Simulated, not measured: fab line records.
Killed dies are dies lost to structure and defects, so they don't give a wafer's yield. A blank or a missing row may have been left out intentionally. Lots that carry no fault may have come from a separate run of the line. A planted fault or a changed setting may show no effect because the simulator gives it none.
Check for tools in common || flow sky130 || Sampled: 14 lots, 42 wafers

REASON IT WAS OPENED
At SKY_NWELL_RS_MEAS_29 the reading NWELL_RS is flagged on 2 of 14 lots. Fault-free wafers read 624.8 ohm/sq, with a standard deviation of 1.5.
Rule: a lot is flagged in two cases, either no wafer of it has a number, or all its wafers with numbers fall more than 4 standard deviations from that mean. The rest of the lots are taken to be sound.

{"lot": "L972", "measured": "day 5 12:23", "on": "film_metro-02", "NWELL_RS (ohm/sq), wafer by wafer": "624.7 623.9 625.5", "flag": ""}
{"lot": "L973", "measured": "day 5 19:22", "on": "film_metro-02", "NWELL_RS (ohm/sq), wafer by wafer": "623.4 625.1 622.7", "flag": ""}
{"lot": "L974", "measured": "day 5 22:56", "on": "film_metro-03", "NWELL_RS (ohm/sq), wafer by wafer": "624.6 625.4 624.5", "flag": ""}
{"lot": "L975", "measured": "day 6 10:10", "on": "film_metro-02", "NWELL_RS (ohm/sq), wafer by wafer": "621.9 623.5 624.9", "flag": ""}
{"lot": "L978", "measured": "day 7 02:53", "on": "film_metro-01", "NWELL_RS (ohm/sq), wafer by wafer": "624.8 623.2 623.1", "flag": ""}
{"lot": "L979", "measured": "day 7 07:37", "on": "film_metro-03", "NWELL_RS (ohm/sq), wafer by wafer": "624.6 625.0 624.3", "flag": ""}
{"lot": "L980", "measured": "day 7 13:58", "on": "film_metro-03", "NWELL_RS (ohm/sq), wafer by wafer": "622.3 623.7 625.8", "flag": ""}
{"lot": "L981", "measured": "day 7 20:16", "on": "film_metro-01", "NWELL_RS (ohm/sq), wafer by wafer": "669.4 668.8 668.1", "flag": "FLAGGED"}
{"lot": "L982", "measured": "day 8 02:34", "on": "film_metro-02", "NWELL_RS (ohm/sq), wafer by wafer": "668.4 668.8 667.6", "flag": "FLAGGED"}
{"lot": "L986", "measured": "day 9 01:28", "on": "film_metro-03", "NWELL_RS (ohm/sq), wafer by wafer": "623.9 623.9 625.7", "flag": ""}
{"lot": "L990", "measured": "day 10 00:16", "on": "film_metro-01", "NWELL_RS (ohm/sq), wafer by wafer": "624.1 626.7 625.3", "flag": ""}
{"lot": "L992", "measured": "day 10 17:43", "on": "film_metro-01", "NWELL_RS (ohm/sq), wafer by wafer": "621.3 621.8 623.8", "flag": ""}
{"lot": "L994", "measured": "day 11 02:29", "on": "film_metro-02", "NWELL_RS (ohm/sq), wafer by wafer": "626.8 627.3 627.0", "flag": ""}
{"lot": "L993", "measured": "day 11 03:15", "on": "film_metro-01", "NWELL_RS (ohm/sq), wafer by wafer": "623.5 623.3 622.3", "flag": ""}
On average the flagged lots' numbers are 668.5 ohm/sq, which is +43.7 ohm/sq against the usual, or +29 standard deviations.

TOOL THAT RAN EACH LOT
2 process steps preceding the reading are held in the record, out of 708 steps in the route. Every cell lists first the tool, next ch and the chambers used by the sampled wafers, and last the start.
{"lot": "L972", "flag": "", "SKY_FIELD_ISO_ETCH_14": "rie_diel-03 ch 0,2, day 2 10:12", "SKY_NWELL_IMPLANT_12": "implanter-04 ch 0, day 4 18:05"}
{"lot": "L973", "flag": "", "SKY_FIELD_ISO_ETCH_14": "rie_diel-02 ch 0,1,3, day 2 14:14", "SKY_NWELL_IMPLANT_12": "implanter-03 ch 0, day 5 00:09"}
{"lot": "L974", "flag": "", "SKY_FIELD_ISO_ETCH_14": "rie_diel-03 ch 0,1,3, day 2 19:56", "SKY_NWELL_IMPLANT_12": "implanter-04 ch 0, day 5 03:56"}
{"lot": "L975", "flag": "", "SKY_FIELD_ISO_ETCH_14": "rie_diel-01 ch 1,2,3, day 3 03:32", "SKY_NWELL_IMPLANT_12": "implanter-03 ch 0, day 5 14:54"}
{"lot": "L978", "flag": "", "SKY_FIELD_ISO_ETCH_14": "rie_diel-03 ch 1,3, day 3 16:41", "SKY_NWELL_IMPLANT_12": "implanter-04 ch 0, day 6 07:06"}
{"lot": "L979", "flag": "", "SKY_FIELD_ISO_ETCH_14": "rie_diel-01 ch 0,2, day 3 21:47", "SKY_NWELL_IMPLANT_12": "implanter-02 ch 0, day 6 11:13"}
{"lot": "L980", "flag": "", "SKY_FIELD_ISO_ETCH_14": "rie_diel-03 ch 0,1, day 4 03:08", "SKY_NWELL_IMPLANT_12": "implanter-03 ch 0, day 6 18:00"}
{"lot": "L981", "flag": "FLAGGED", "SKY_FIELD_ISO_ETCH_14": "rie_diel-03 ch 0,1,2, day 4 09:15", "SKY_NWELL_IMPLANT_12": "implanter-03, day 6 23:40"}
{"lot": "L982", "flag": "FLAGGED", "SKY_FIELD_ISO_ETCH_14": "rie_diel-03 ch 2,3, day 4 14:13", "SKY_NWELL_IMPLANT_12": "implanter-03, day 7 05:24"}
{"lot": "L986", "flag": "", "SKY_FIELD_ISO_ETCH_14": "rie_diel-02 ch 0,2, day 5 11:06", "SKY_NWELL_IMPLANT_12": "implanter-03 ch 0, day 8 04:45"}
{"lot": "L990", "flag": "", "SKY_FIELD_ISO_ETCH_14": "rie_diel-03 ch 1,3, day 6 07:26", "SKY_NWELL_IMPLANT_12": "implanter-02 ch 0, day 9 02:42"}
{"lot": "L992", "flag": "", "SKY_FIELD_ISO_ETCH_14": "rie_diel-02 ch 2,3, day 6 18:11", "SKY_NWELL_IMPLANT_12": "implanter-03 ch 0, day 9 18:45"}
{"lot": "L994", "flag": "", "SKY_FIELD_ISO_ETCH_14": "rie_diel-01 ch 1,2,3, day 7 04:59", "SKY_NWELL_IMPLANT_12": "implanter-03 ch 0, day 10 03:11"}
{"lot": "L993", "flag": "", "SKY_FIELD_ISO_ETCH_14": "rie_diel-03 ch 1,3, day 7 00:54", "SKY_NWELL_IMPLANT_12": "implanter-04 ch 0, day 10 03:19"}
These steps, and what they do:
- SKY_FIELD_ISO_ETCH_14: etches BARC in N2/H2, stops on SiO2, time 45.9 s, target depth 60 nm.
- SKY_NWELL_IMPLANT_12
- SKY_NWELL_RS_MEAS_29: measures by four-point-probe.

FLAGGED AGAINST TOTAL, ONE TOOL AT A TIME (gauges that did the reading follow at the end)
{"step": "SKY_FIELD_ISO_ETCH_14", "tool": "rie_diel-01", "lots run": 3, "flagged": 0, "share of the flagged lots": "none", "sound lots run after its first flagged lot": "-"}
{"step": "SKY_FIELD_ISO_ETCH_14", "tool": "rie_diel-02", "lots run": 3, "flagged": 0, "share of the flagged lots": "none", "sound lots run after its first flagged lot": "-"}
{"step": "SKY_FIELD_ISO_ETCH_14", "tool": "rie_diel-03", "lots run": 8, "flagged": 2, "share of the flagged lots": "all", "sound lots run after its first flagged lot": "2 (L990,L993)"}
{"step": "SKY_NWELL_IMPLANT_12", "tool": "implanter-02", "lots run": 2, "flagged": 0, "share of the flagged lots": "none", "sound lots run after its first flagged lot": "-"}
{"step": "SKY_NWELL_IMPLANT_12", "tool": "implanter-03", "lots run": 8, "flagged": 2, "share of the flagged lots": "all", "sound lots run after its first flagged lot": "3 (L986,L992,L994)"}
{"step": "SKY_NWELL_IMPLANT_12", "tool": "implanter-04", "lots run": 4, "flagged": 0, "share of the flagged lots": "none", "sound lots run after its first flagged lot": "-"}
{"step": "SKY_NWELL_RS_MEAS_29", "tool": "film_metro-01", "lots run": 5, "flagged": 1, "share of the flagged lots": "some", "sound lots run after its first flagged lot": "3 (L990,L992,L993)"}
{"step": "SKY_NWELL_RS_MEAS_29", "tool": "film_metro-02", "lots run": 5, "flagged": 1, "share of the flagged lots": "some", "sound lots run after its first flagged lot": "1 (L994)"}
{"step": "SKY_NWELL_RS_MEAS_29", "tool": "film_metro-03", "lots run": 4, "flagged": 0, "share of the flagged lots": "none", "sound lots run after its first flagged lot": "-"}

WHAT IS ALLOWED BY THE TABLE
Rows of the table that ran all the flagged lots, 2 in number: rie_diel-03 at SKY_FIELD_ISO_ETCH_14; implanter-03 at SKY_NWELL_IMPLANT_12.
- rie_diel-03 at SKY_FIELD_ISO_ETCH_14: 2 of its 8 lots flagged. Sound lots ran on it after the first flagged one (L990, L993), which a lasting fault on the whole tool wouldn't allow.
- implanter-03 at SKY_NWELL_IMPLANT_12: 2 of its 8 lots flagged. Sound lots ran on it after the first flagged one (L986, L992, L994), which a lasting fault on the whole tool wouldn't allow. On the flagged lots its readings are blank where sound lots have values: beam_energy_keV, beam_on_s.
None of the table's rows ran every flagged lot and, after the first, no sound lot.

WHAT WAS PUT IN BY THE SIMULATOR
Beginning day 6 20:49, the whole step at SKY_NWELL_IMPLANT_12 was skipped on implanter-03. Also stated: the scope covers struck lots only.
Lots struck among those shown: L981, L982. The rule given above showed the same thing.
